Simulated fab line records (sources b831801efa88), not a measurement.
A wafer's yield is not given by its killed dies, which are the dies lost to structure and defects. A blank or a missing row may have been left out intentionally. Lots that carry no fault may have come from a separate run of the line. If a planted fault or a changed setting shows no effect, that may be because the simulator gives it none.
Which tool did it?	flow gf180mcu	14 lots, 42 wafers sampled, at 3 steps of a route of 602

WHAT THE GAUGES READ, wafer by wafer
GF_VT_IMPLANT_TW_MEAS_32. Usual: VT_IMPLANT_3_TW gives 266 (standard deviation 3.8).
lot	measured	on	VT_IMPLANT_3_TW	flag
L668	day 7 00:41	film_metro-01	265 266 266	
L669	day 7 06:23	film_metro-01	264 265 265	
L670	day 7 09:14	film_metro-01	264 264 265	
L672	day 8 01:28	film_metro-03	264 263 262	
L673	day 8 08:43	film_metro-04	273 274 272	
L674	day 8 11:14	film_metro-04	272 274 273	
L675	day 8 16:38	film_metro-03	262 265 262	
L683	day 10 22:40	film_metro-03	266 265 265	
L684	day 11 05:42	film_metro-04	272 274 271	
L685	day 11 11:40	film_metro-01	266 266 267	
L687	day 11 23:10	film_metro-03	262 261 261	
L688	day 12 06:46	film_metro-01	265 265 266	
L689	day 12 14:55	film_metro-03	262 263 262	
L691	day 13 06:10	film_metro-01	263 264 265	

GF_DUAL_GATE_THK_MEAS_03. Usual: DUAL_GATE_OXIDATION_00_THK gives 10.99 nm (standard deviation 0.21).
lot	measured	on	DUAL_GATE_OXIDATION_00_THK (nm)	flag
L668	day 7 20:07	film_metro-02	11.10 11.02 11.39	
L669	day 8 00:20	film_metro-01	10.98 11.15 11.23	
L670	day 8 03:46	film_metro-02	11.26 11.22 11.25	
L672	day 8 20:25	film_metro-02	11.35 11.21 11.21	
L673	day 9 04:01	film_metro-02	11.26 11.21 11.26	
L674	day 9 06:35	film_metro-02	10.84 10.96 10.78	
L675	day 9 12:14	film_metro-01	10.85 11.00 11.05	
L683	day 11 20:27	film_metro-04	10.77 11.08 10.95	
L684	day 12 04:43	film_metro-02	11.02 10.86 11.11	
L685	day 12 10:16	film_metro-01	11.18 11.01 11.25	
L687	day 12 20:53	film_metro-01	11.08 11.18 10.94	
L688	day 13 07:04	film_metro-02	10.85 10.88 10.82	
L689	day 13 13:26	film_metro-01	10.76 10.70 10.65	
L691	day 14 06:04	film_metro-01	10.94 10.87 10.61	

GF_POLY_GATE_OVL_MEAS_11. Usual: POLY_GATE_OVL gives -6 nm (standard deviation 4.6).
lot	measured	on	POLY_GATE_OVL (nm)	flag
L668	day 9 07:37	overlay-01	-9 -14 -4	
L669	day 9 13:19	overlay-02	-14 -16 -9	
L670	day 9 16:35	overlay-01	-12 -16 -9	
L672	day 10 10:53	overlay-02	-4 -5 -2	
L673	day 10 18:28	overlay-02	-11 -8 -12	
L674	day 10 21:01	overlay-01	-17 -8 -9	
L675	day 11 03:23	overlay-01	-3 -2 -5	
L683	day 13 16:36	overlay-02	-10 -9 -1	
L684	day 14 00:17	overlay-02	1 -5 0	
L685	day 14 06:08	overlay-01	-12 -14 -10	
L687	day 14 17:51	overlay-01	-10 -5 -6	
L688	day 15 08:16	overlay-02	3 -2 -7	
L689	day 15 12:00	overlay-02	2 -5 -5	
L691	day 16 02:35	overlay-01	-10 -7 -8	

WHAT TOOL EACH LOT RAN ON (gives the tool, then ch and the chambers of the sampled wafers, and finally the start)
Before these readings, the record contains no process step.

AS READ BY THE TOOLS THEMSELVES (means over the sampled wafers that have a number; for cases with no such wafer, the mark the record gives instead)
The record holds no such reading with a usual standard deviation.

THE ANSWER, worked out from the rows above alone
Rule: a lot is off if the mean of its wafers that have a number lies more than 3 standard deviations from the usual mean. Also off: a lot with no number at a reading for which 4 or more lots have one. Where the step has rows for the other lots, those lots are counted as sound. After the gauges, taken in route order, come the tools' own readings; for these a lot's mean is taken, as printed above. At the first step where some lot is off, the reading lying furthest off is the one used; lots without a number count as furthest.
Across all readings shown, no lot is off: no conclusion can be drawn from this.

WHAT THE SIMULATOR HAD INSERTED
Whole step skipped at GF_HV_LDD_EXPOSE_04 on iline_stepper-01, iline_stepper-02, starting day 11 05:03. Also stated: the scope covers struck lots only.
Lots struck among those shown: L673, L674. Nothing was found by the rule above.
